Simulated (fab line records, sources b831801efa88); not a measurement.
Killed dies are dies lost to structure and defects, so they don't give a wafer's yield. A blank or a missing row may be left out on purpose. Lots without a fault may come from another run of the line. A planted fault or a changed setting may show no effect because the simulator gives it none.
Which tool did it? | flow sky130 | 13 lots, 39 wafers sampled, at 3 steps of a route of 708

WHAT THE GAUGES READ, wafer by wafer
SKY_SD_N_CD_MEAS_07: target cd 380 nm.
lot  | measured     | on        | cd_nm (nm)
L477 | day 27 22:25 | cd_sem-01 | 379.1 379.2 377.9
L478 | day 28 05:40 | cd_sem-01 | 378.8 376.4 377.8
L480 | day 28 22:56 | cd_sem-02 | 380.6 380.6 381.5
L479 | day 28 23:16 | cd_sem-02 | 378.9 380.0 381.6
L481 | day 29 16:14 | cd_sem-01 | 380.2 380.5 381.7
L482 | day 30 00:06 | cd_sem-01 | 377.0 378.4 376.0
L485 | day 30 12:26 | cd_sem-01 | 375.1 379.3 379.6
L488 | day 31 22:59 | cd_sem-02 | 380.9 378.3 378.7
L489 | day 32 06:38 | cd_sem-02 | 385.3 383.2 384.4
L493 | day 33 05:34 | cd_sem-02 | 380.7 380.3 379.5
L494 | day 33 09:31 | cd_sem-01 | 379.3 381.9 379.5
L498 | day 34 20:50 | cd_sem-02 | 380.3 380.4 377.5
L500 | day 35 06:35 | cd_sem-01 | 381.6 380.8 382.0

SKY_CONTACT_THK_MEAS_03.
lot  | measured     | on            | CONTACT_HDPCVD_THK (nm)
L477 | day 30 11:59 | film_metro-03 | 563 564 577
L478 | day 30 18:10 | film_metro-03 | 559 562 569
L480 | day 31 11:48 | film_metro-02 | 569 552 559
L479 | day 31 12:12 | film_metro-01 | 552 558 562
L481 | day 32 05:00 | film_metro-02 | 579 564 570
L482 | day 32 11:26 | film_metro-03 | 562 561 557
L485 | day 33 00:02 | film_metro-01 | 560 562 555
L488 | day 34 08:21 | film_metro-01 | 366 367 541 365 367 541
L489 | day 34 16:02 | film_metro-01 | 569 570 563
L493 | day 35 14:25 | film_metro-03 | 575 572 569
L494 | day 35 17:58 | film_metro-02 | 572 574 568
L498 | day 37 05:37 | film_metro-02 | 565 562 563
L500 | day 37 16:04 | film_metro-03 | 550 556 554

WHICH TOOL RAN EACH LOT (tool, then ch and the chambers of the sampled wafers, then the start)
lot  | SKY_CONTACT_HDPCVD_02
L477 | hdpcvd-01 ch 0,1,2, day 30 11:55
L478 | hdpcvd-01 ch 0,2, day 30 18:05
L480 | hdpcvd-02 ch 0,1, day 31 11:43
L479 | hdpcvd-01 ch 0,1,2, day 31 12:07
L481 | hdpcvd-02 ch 0,2, day 32 04:56
L482 | hdpcvd-02 ch 0,2, day 32 11:20
L485 | hdpcvd-01 ch 0,1,2, day 32 23:58
L488 | hdpcvd-01 ch 1,2, day 34 08:17
L489 | hdpcvd-02 ch 0,1, day 34 15:57
L493 | hdpcvd-02 ch 0,1,2, day 35 14:20
L494 | hdpcvd-02 ch 0,1,2, day 35 17:53
L498 | hdpcvd-02 ch 0,1, day 37 05:32
L500 | hdpcvd-01 ch 0,1,2, day 37 16:00
- SKY_CONTACT_HDPCVD_02: deposits SiO2, target thk 565 nm, time 94.2 s.

WHAT THE TOOLS THEMSELVES READ (means of the sampled wafers that have a number; where no wafer has one, the mark that the record gives instead)
SKY_CONTACT_HDPCVD_02.
lot  | tool      | susceptor_temp_C (C)
L477 | hdpcvd-01 | 600.19
L478 | hdpcvd-01 | 600.05
L480 | hdpcvd-02 | 600.23
L479 | hdpcvd-01 | 599.92
L481 | hdpcvd-02 | 599.82
L482 | hdpcvd-02 | 599.89
L485 | hdpcvd-01 | 600.30
L488 | hdpcvd-01 | 600.18
L489 | hdpcvd-02 | 600.23
L493 | hdpcvd-02 | 600.09
L494 | hdpcvd-02 | 600.10
L498 | hdpcvd-02 | 600.10
L500 | hdpcvd-01 | 599.81

THE ANSWER, worked out from the rows above alone
Rule: what is usual is taken from the lots themselves. Put in order of their means at a reading, lots are off if they are a third of the lots or fewer, leave a main group of 4 or more, and stand apart from it by a gap of 3 or more times the standard deviation of the main group's means; of several such gaps the widest counts. A main group whose means are all the same, to the digits that the tables above print for the reading, isn't used. A lot without any number at a reading at which 4 lots or more have one is off too. The other lots that the step has rows for count as sound. The gauges are gone through in route order, then the tools' own readings, and for those a lot's mean is taken as printed above. The first step at which some lot is off is used, and at that step the reading that is off furthest; a lot without a number counts as furthest.
Off: L488, at SKY_CONTACT_THK_MEAS_03 (CONTACT_HDPCVD_THK). The main group: mean 564 nm, standard deviation 5.8.
A tool fits if, at a process step before that reading, it ran every lot that is off, and no sound lot after the first of them. The gauges at SKY_CONTACT_THK_MEAS_03 are tried like those tools. None of those tried fits.

WHAT THE SIMULATOR HAD PUT IN
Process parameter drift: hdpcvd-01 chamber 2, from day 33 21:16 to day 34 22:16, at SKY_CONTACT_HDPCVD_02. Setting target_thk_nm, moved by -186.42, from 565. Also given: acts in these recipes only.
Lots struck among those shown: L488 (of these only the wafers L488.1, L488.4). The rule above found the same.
